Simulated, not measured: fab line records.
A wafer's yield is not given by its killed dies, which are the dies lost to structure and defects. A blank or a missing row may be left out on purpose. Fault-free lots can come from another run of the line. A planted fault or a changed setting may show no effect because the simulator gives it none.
Which tool did it? | flow gf180mcu | Sampling: 13 lots, 39 wafers, 5 of 602 route steps

== WHAT THE GAUGES SHOWED, per wafer ==
GF_CONTACT_RS_MEAS_25: the measuring method here is four-point-probe. Usual: CONTACT_W_RS 0.382 ohm/sq, standard deviation 0.0043.
lot  | measured     | on            | CONTACT_W_RS (ohm/sq) | flag
L478 | day 16 05:26 | film-metro-01 | 0.376 0.388 0.378     |
L479 | day 16 16:56 | film-metro-04 | 0.377 0.377 0.378     |
L483 | day 17 22:54 | film-metro-03 | 0.383 0.381 0.381     |
L484 | day 18 14:07 | film-metro-04 | 0.380 0.379 0.379     |
L485 | day 19 00:34 | film-metro-03 | 0.389 0.379 0.384     |
L490 | day 21 00:56 | film-metro-01 | 0.386 0.385 0.388     |
L492 | day 21 08:25 | film-metro-03 | 0.385 0.380 0.382     |
L493 | day 21 21:08 | film-metro-03 | 0.387 0.388 0.386     |
L494 | day 22 06:50 | film-metro-04 | 0.385 0.381 0.382     |
L495 | day 22 08:50 | film-metro-03 | 0.379 0.381 0.381     |
L497 | day 23 07:07 | film-metro-03 | 0.372 0.379 0.374     |
L498 | day 23 12:54 | film-metro-03 | 0.374 0.381 0.375     |
L499 | day 23 17:19 | film-metro-01 | 0.386 0.387 0.388     |

GF_M1_CD_MEAS_14: the cd target is 230 nm. Usual: cd-nm reads 230.0 nm (standard deviation 1.1).
lot  | measured     | on        | cd-nm (nm)        | flag
L478 | day 17 04:47 | cd-sem-01 | 230.0 231.5 230.7 |
L479 | day 17 16:22 | cd-sem-02 | 229.2 229.4 228.4 |
L483 | day 19 00:22 | cd-sem-01 | 229.7 229.0 230.0 |
L484 | day 19 14:58 | cd-sem-01 | 230.7 230.3 231.2 |
L485 | day 20 01:26 | cd-sem-01 | 231.1 230.3 230.6 |
L490 | day 22 01:30 | cd-sem-02 | 228.9 230.0 229.0 |
L492 | day 22 08:19 | cd-sem-02 | 230.4 229.8 231.7 |
L493 | day 22 21:21 | cd-sem-02 | 229.9 230.0 229.7 |
L494 | day 23 06:10 | cd-sem-01 | 232.2 231.8 233.0 |
L495 | day 23 08:23 | cd-sem-01 | 231.1 229.6 231.0 |
L497 | day 24 06:09 | cd-sem-01 | 229.9 230.7 229.5 |
L498 | day 24 11:48 | cd-sem-01 | 226.8 228.8 229.1 |
L499 | day 24 15:56 | cd-sem-02 | 229.9 229.2 228.8 |

GF_V1_THK_MEAS_01. Usual: V1_CVD_00_THK 630 nm, standard deviation 7.1.
lot  | measured     | on            | V1_CVD_00_THK (nm) | flag
L478 | day 17 05:45 | film-metro-01 | 626 630 626        |
L479 | day 17 17:16 | film-metro-01 | 622 625 623        |
L483 | day 19 01:17 | film-metro-01 | 630 627 626        |
L484 | day 19 15:51 | film-metro-02 | 633 627 622        |
L485 | day 20 02:19 | film-metro-02 | 640 638 637        |
L490 | day 22 02:30 | film-metro-04 | 637 629 636        |
L492 | day 22 09:26 | film-metro-02 | 616 632 619        |
L493 | day 22 22:24 | film-metro-02 | 623 622 627        |
L494 | day 23 07:05 | film-metro-02 | 611 626 631        |
L495 | day 23 09:19 | film-metro-02 | 628 622 623        |
L497 | day 24 07:05 | film-metro-01 | 614 628 613        |
L498 | day 24 12:42 | film-metro-02 | 637 637 636        |
L499 | day 24 16:49 | film-metro-01 | 624 633 636        |

== EACH LOT AND THE TOOL THAT RAN IT (in order: tool; ch and the chambers of the sampled wafers; start) ==
lot  | GF_M1_COAT_09                     | GF_M1_STRIP_17
L478 | litho-track-04 ch 0, day 16 17:36 | plasma-asher-02 ch 0, day 17 05:06
L479 | litho-track-03 ch 0, day 17 04:12 | plasma-asher-02 ch 0,1, day 17 16:40
L483 | litho-track-01 ch 0, day 18 11:25 | plasma-asher-02 ch 0,1, day 19 00:39
L484 | litho-track-03 ch 0, day 19 03:00 | plasma-asher-03 ch 0,1, day 19 15:14
L485 | litho-track-03 ch 0, day 19 12:42 | plasma-asher-02 ch 0,1, day 20 01:43
L490 | litho-track-01 ch 0, day 21 12:52 | plasma-asher-03 ch 0,1, day 22 01:47
L492 | litho-track-01 ch 0, day 21 20:31 | plasma-asher-03 ch 0,1, day 22 08:44
L493 | litho-track-04 ch 0, day 22 09:31 | plasma-asher-02 ch 0,1, day 22 21:46
L494 | litho-track-01 ch 0, day 22 18:20 | plasma-asher-04 ch 0,1, day 23 06:25
L495 | litho-track-01 ch 0, day 22 20:51 | plasma-asher-03 ch 0,1, day 23 08:40
L497 | litho-track-01 ch 0, day 23 18:48 | plasma-asher-03 ch 0,1, day 24 06:26
L498 | litho-track-01 ch 0, day 24 00:39 | plasma-asher-04 ch 0,1, day 24 12:05
L499 | litho-track-01 ch 0, day 24 05:20 | plasma-asher-02 ch 0,1, day 24 16:13
- GF_M1_COAT_09: resist thk 1000 nm.
- GF_M1_STRIP_17: strips in O2/N2.

== AS READ BY THE TOOLS THEMSELVES (means over the sampled wafers that have a number; for cases with no such wafer, the mark the record gives instead) ==
GF_M1_STRIP_17. Usual: drypump-motor-current-A 6.0 A, standard deviation 0.61; heater-power-w 337 W, standard deviation 22; oes-product-au 0.538 a.u., standard deviation 0.0053; strip-time-to-endpoint-s 7.39 s, standard deviation 0.057.
lot  | tool            | drypump-motor-current-A (A) | heater-power-w (W) | oes-product-au (a.u.) | strip-time-to-endpoint-s (s) | flag
L478 | plasma-asher-02 | 5.6                         | 317                | 0.537                 | 7.29                         |
L479 | plasma-asher-02 | 6.0                         | 340                | 0.537                 | 7.39                         |
L483 | plasma-asher-02 | 5.8                         | 333                | 0.535                 | 7.37                         |
L484 | plasma-asher-03 | 6.2                         | 323                | 0.555                 | 7.79                         | OFF
L485 | plasma-asher-02 | 5.8                         | 329                | 0.552                 | 7.77                         | OFF
L490 | plasma-asher-03 | 6.4                         | 341                | 0.543                 | 7.47                         |
L492 | plasma-asher-03 | 6.2                         | 326                | 0.537                 | 7.36                         |
L493 | plasma-asher-02 | 6.0                         | 348                | 0.541                 | 7.49                         |
L494 | plasma-asher-04 | 5.4                         | 351                | 0.532                 | 7.40                         |
L495 | plasma-asher-03 | 6.4                         | 339                | 0.537                 | 7.39                         |
L497 | plasma-asher-03 | 6.4                         | 342                | 0.540                 | 7.40                         |
L498 | plasma-asher-04 | 6.0                         | 344                | 0.538                 | 7.39                         |
L499 | plasma-asher-02 | 5.8                         | 330                | 0.538                 | 7.40                         |

== THE ANSWER, worked out from the rows above alone ==
Rule: lot off if the mean of its wafers having a number is beyond 3 standard deviations from the usual mean. Also off: a lot with no number at a reading for which 4 or more lots have one. All remaining lots with rows at the step are treated as sound. The gauges are gone through in route order, then the tools' own readings, and for those a lot's mean is taken as printed above. At the first step where some lot is off, the reading lying furthest off is the one used; lots without a number count as furthest.
Off, at GF_M1_STRIP_17 on strip-time-to-endpoint-s: L484, L485.
A tool fits if, at that step or a process step before it, it ran every lot that is off, and no sound lot after the first of them. One fits: litho-track-03 at GF_M1_COAT_09. Its last sound lot is L479 (day 17 04:12), its first lot that is off L484 (day 19 03:00): a fault that began between those two fits.

== WHAT HAD BEEN PUT IN BY THE SIMULATOR ==
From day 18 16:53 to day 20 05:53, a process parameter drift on litho-track-03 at GF_M1_COAT_09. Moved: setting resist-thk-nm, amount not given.
Lots struck among those shown: L484, L485. This agrees with what the rule above found.
